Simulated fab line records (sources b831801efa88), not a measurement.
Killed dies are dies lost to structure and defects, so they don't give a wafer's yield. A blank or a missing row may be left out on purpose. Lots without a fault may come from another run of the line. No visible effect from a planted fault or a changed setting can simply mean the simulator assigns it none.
Which tool was responsible?	flow gf180mcu	72 wafers from 24 lots sampled at 5 of the route's 602 steps

## WHAT EACH GAUGE READ, for each wafer
GF_STI_THK_MEAS_22.
lot	measured	on	STI_OXIDATION_01_THK (nm)
L074	day 2 03:16	film_metro-02	13.9 14.4 14.4
L075	day 2 08:38	film_metro-04	14.8 14.4 14.9
L076	day 2 16:25	film_metro-04	14.6 14.7 14.3
L077	day 2 19:23	film_metro-02	15.1 14.9 14.6
L078	day 3 01:30	film_metro-03	14.9 14.6 14.9
L079	day 3 05:05	film_metro-02	14.5 14.8 14.7
L080	day 3 10:10	film_metro-03	14.6 14.5 14.4
L081	day 3 17:11	film_metro-02	15.4 15.4 15.6
L082	day 3 21:06	film_metro-02	15.1 15.1 15.3
L083	day 4 02:29	film_metro-03	15.0 15.1 15.0
L084	day 4 07:05	film_metro-04	15.3 15.6 15.5
L085	day 4 11:53	film_metro-04	15.1 15.1 15.0
L086	day 4 19:08	film_metro-03	15.0 15.1 15.2
L087	day 5 00:19	film_metro-04	14.5 14.7 14.7
L088	day 5 04:12	film_metro-04	14.7 14.9 14.6
L089	day 5 10:03	film_metro-04	14.7 14.8 15.0
L090	day 5 16:38	film_metro-04	15.1 15.0 15.0
L091	day 5 19:59	film_metro-03	15.4 15.0 15.3
L092	day 6 00:13	film_metro-03	15.3 15.0 15.2
L093	day 6 05:49	film_metro-04	14.9 15.0 15.3
L094	day 6 09:54	film_metro-03	15.0 15.0 15.1
L095	day 6 14:53	film_metro-04	14.9 15.1 14.9
L096	day 6 20:50	film_metro-04	15.4 15.6 15.3
L097	day 7 03:52	film_metro-03	15.2 15.3 15.5

GF_HV_LDD_CD_MEAS_19: target cd 400 nm.
lot	measured	on	cd_nm (nm)
L074	day 10 18:08	cd_sem-02	402.5 400.5 403.7
L075	day 10 21:58	cd_sem-02	402.3 401.7 402.4
L076	day 11 12:08	cd_sem-01	404.0 400.9 404.4
L077	day 11 19:31	cd_sem-01	404.7 404.0 405.0
L078	day 12 00:31	cd_sem-02	403.9 405.5 408.3
L079	day 12 05:43	cd_sem-01	406.2 404.7 403.9
L080	day 12 13:39	cd_sem-02	402.7 401.8 399.3
L081	day 13 00:23	cd_sem-01	404.8 404.9 401.9
L082	day 13 04:44	cd_sem-02	404.8 405.0 404.0
L083	day 13 15:41	cd_sem-01	401.3 402.5 401.3
L084	day 14 00:57	cd_sem-02	405.8 407.5 406.3
L085	day 14 09:24	cd_sem-02	403.6 406.3 403.3
L086	day 14 19:48	cd_sem-01	400.8 402.9 403.8
L087	day 15 04:10	cd_sem-01	406.0 407.2 405.3
L088	day 15 13:24	cd_sem-01	403.8 401.1 402.5
L089	day 15 17:11	cd_sem-02	405.6 405.1 408.7
L090	day 16 02:57	cd_sem-02	402.6 402.8 402.1
L091	day 16 11:56	cd_sem-01	400.8 399.3 401.5
L092	day 16 16:11	cd_sem-01	403.9 406.1 404.5
L093	day 16 19:15	cd_sem-01	402.8 403.0 405.4
L094	day 17 05:18	cd_sem-02	410.0 409.1 410.5
L095	day 17 08:29	cd_sem-01	403.5 402.3 404.0
L096	day 17 16:16	cd_sem-02	403.2 402.4 401.0
L097	day 18 04:39	cd_sem-01	401.7 402.6 401.7

GF_SAB_OVL_MEAS_10.
lot	measured	on	SAB_OVL (nm)
L074	day 15 00:50	overlay-01	-1.2 -1.1 -0.4
L075	day 15 06:24	overlay-02	1.1 0.6 2.0
L076	day 16 00:05	overlay-02	2.0 3.1 2.5
L077	day 16 06:57	overlay-02	2.1 2.3 0.8
L078	day 16 11:53	overlay-01	3.3 3.1 3.1
L079	day 16 20:34	overlay-02	3.7 3.4 3.7
L080	day 17 03:31	overlay-01	0.9 0.9 1.5
L081	day 17 15:59	overlay-01	3.5 3.2 2.6
L082	day 17 21:47	overlay-01	3.3 3.9 3.3
L083	day 18 09:40	overlay-02	3.8 3.0 3.3
L084	day 18 21:13	overlay-01	2.5 3.6 5.0
L085	day 19 06:49	overlay-02	1.2 -0.8 -0.2
L086	day 19 18:49	overlay-02	3.4 3.5 4.1
L087	day 20 03:14	overlay-02	0.5 2.3 1.7
L088	day 20 14:52	overlay-01	1.3 1.8 0.7
L089	day 20 16:32	overlay-02	1.6 1.5 2.5
L090	day 21 05:05	overlay-01	2.9 2.2 1.5
L091	day 21 14:59	overlay-01	1.1 1.4 -0.1
L092	day 21 18:31	overlay-01	3.8 2.0 1.0
L093	day 21 22:49	overlay-02	3.0 3.8 3.0
L094	day 22 08:10	overlay-02	2.0 2.3 2.4
L095	day 22 12:18	overlay-02	0.0 0.0 2.2
L096	day 22 19:53	overlay-01	2.3 2.5 2.0
L097	day 23 08:13	overlay-01	3.0 2.3 3.0

GF_V1_OVL_MEAS_15.
lot	measured	on	V1_OVL (nm)
L074	day 18 00:17	overlay-01	3 5 7
L075	day 18 05:26	overlay-01	3 1 0
L076	day 19 01:53	overlay-02	10 5 6
L077	day 19 09:16	overlay-01	-2 7 5
L078	day 19 14:04	overlay-01	5 10 5
L079	day 20 00:04	overlay-01	-6 -4 -4
L080	day 20 06:40	overlay-02	-1 0 -2
L081	day 20 21:29	overlay-01	2 3 2
L082	day 21 02:20	overlay-02	2 1 1
L083	day 21 14:40	overlay-02	6 18 15
L084	day 22 01:16	overlay-01	-13 -8 -12
L085	day 22 10:28	overlay-02	14 6 12
L086	day 22 22:43	overlay-02	4 8 5
L087	day 23 05:32	overlay-02	10 6 15
L088	day 23 17:25	overlay-01	6 11 8
L089	day 23 18:23	overlay-02	3 7 -1
L090	day 24 07:10	overlay-02	7 11 3
L091	day 24 15:53	overlay-02	0 -5 -1
L092	day 24 18:34	overlay-01	-2 5 -5
L093	day 24 21:13	overlay-02	8 4 6
L094	day 25 09:43	overlay-01	4 9 4
L095	day 25 11:11	overlay-01	4 1 6
L096	day 25 18:46	overlay-02	13 10 5
L097	day 26 05:04	overlay-02	-2 -5 -3

## WHICH TOOL RAN EACH LOT (tool, then ch and the chambers of the sampled wafers, then the start)
lot	GF_PSD_STRIP_10
L074	plasma_asher-04 ch 0,1, day 14 02:58
L075	plasma_asher-01 ch 0,1, day 14 08:46
L076	plasma_asher-01 ch 0,1, day 15 01:19
L077	plasma_asher-02 ch 0,1, day 15 08:19
L078	plasma_asher-02 ch 0,1, day 15 13:25
L079	plasma_asher-01 ch 0,1, day 15 21:40
L080	plasma_asher-04 ch 0,1, day 16 04:16
L081	plasma_asher-04 ch 0,1, day 16 16:52
L082	plasma_asher-01 ch 0,1, day 16 22:01
L083	plasma_asher-01 ch 0,1, day 17 11:07
L084	plasma_asher-04 ch 0,1, day 17 22:10
L085	plasma_asher-02 ch 0,1, day 18 06:25
L086	plasma_asher-01 ch 0,1, day 18 18:07
L087	plasma_asher-02 ch 0,1, day 19 03:02
L088	plasma_asher-04 ch 0,1, day 19 13:55
L089	plasma_asher-01 ch 0,1, day 19 16:50
L090	plasma_asher-04 ch 0,1, day 20 04:37
L091	plasma_asher-04 ch 0,1, day 20 14:41
L092	plasma_asher-01 ch 0,1, day 20 18:16
L093	plasma_asher-02 ch 0,1, day 20 23:16
L094	plasma_asher-01 ch 0,1, day 21 08:04
L095	plasma_asher-02 ch 0,1, day 21 12:35
L096	plasma_asher-01 ch 0,1, day 21 19:37
L097	plasma_asher-04 ch 0, day 22 09:10
- GF_PSD_STRIP_10: strips in O2/N2.

## AS READ BY THE TOOLS THEMSELVES (means over the sampled wafers that have a number; for cases with no such wafer, the mark the record gives instead)
GF_PSD_STRIP_10.
lot	tool	drypump_motor_current_A (A)	heater_power_w (W)	oes_product_au (a.u.)	strip_time_to_endpoint_s (s)
L074	plasma_asher-04	6.2	323	0.590	16.52
L075	plasma_asher-01	5.8	350	0.595	16.54
L076	plasma_asher-01	5.8	332	0.597	16.49
L077	plasma_asher-02	5.3	299	0.589	16.56
L078	plasma_asher-02	5.3	305	0.591	16.54
L079	plasma_asher-01	5.8	340	0.594	16.48
L080	plasma_asher-04	6.2	329	0.594	16.52
L081	plasma_asher-04	6.2	326	0.593	16.46
L082	plasma_asher-01	5.8	331	0.591	16.54
L083	plasma_asher-01	5.8	330	0.591	16.52
L084	plasma_asher-04	6.2	326	0.590	16.48
L085	plasma_asher-02	5.3	307	0.597	16.53
L086	plasma_asher-01	5.8	347	0.590	16.52
L087	plasma_asher-02	5.3	307	0.593	16.52
L088	plasma_asher-04	6.2	322	0.591	16.50
L089	plasma_asher-01	5.8	327	0.592	16.49
L090	plasma_asher-04	6.2	325	0.588	16.51
L091	plasma_asher-04	6.2	325	0.593	16.57
L092	plasma_asher-01	5.7	344	0.596	16.54
L093	plasma_asher-02	5.3	297	0.590	16.49
L094	plasma_asher-01	5.7	328	0.589	16.55
L095	plasma_asher-02	5.3	310	0.593	16.54
L096	plasma_asher-01	5.7	325	0.590	16.49
L097	plasma_asher-04	6.2	329	0.597	16.50

## THE ANSWER, worked out from the rows above alone
Rule: the usual values come from the lots themselves. Put in order of their means at a reading, lots are off if they are a third of the lots or fewer, leave a main group of 4 or more, and stand apart from it by a gap of 3 or more times the standard deviation of the main group's means; of several such gaps the widest counts. If all means in a main group match to the digits the tables above print for the reading, that group is not used. A lot without any number at a reading at which 4 lots or more have one is off too. Any other lot the step has rows for is counted as sound. After the gauges, taken in route order, come the tools' own readings; for these a lot's mean is taken, as printed above. The first step at which some lot is off is used, and at that step the reading that is off furthest; a lot without a number counts as furthest.
No lot is off on any of the readings shown, so nothing can be concluded from this.

## WHAT HAD BEEN PUT IN BY THE SIMULATOR
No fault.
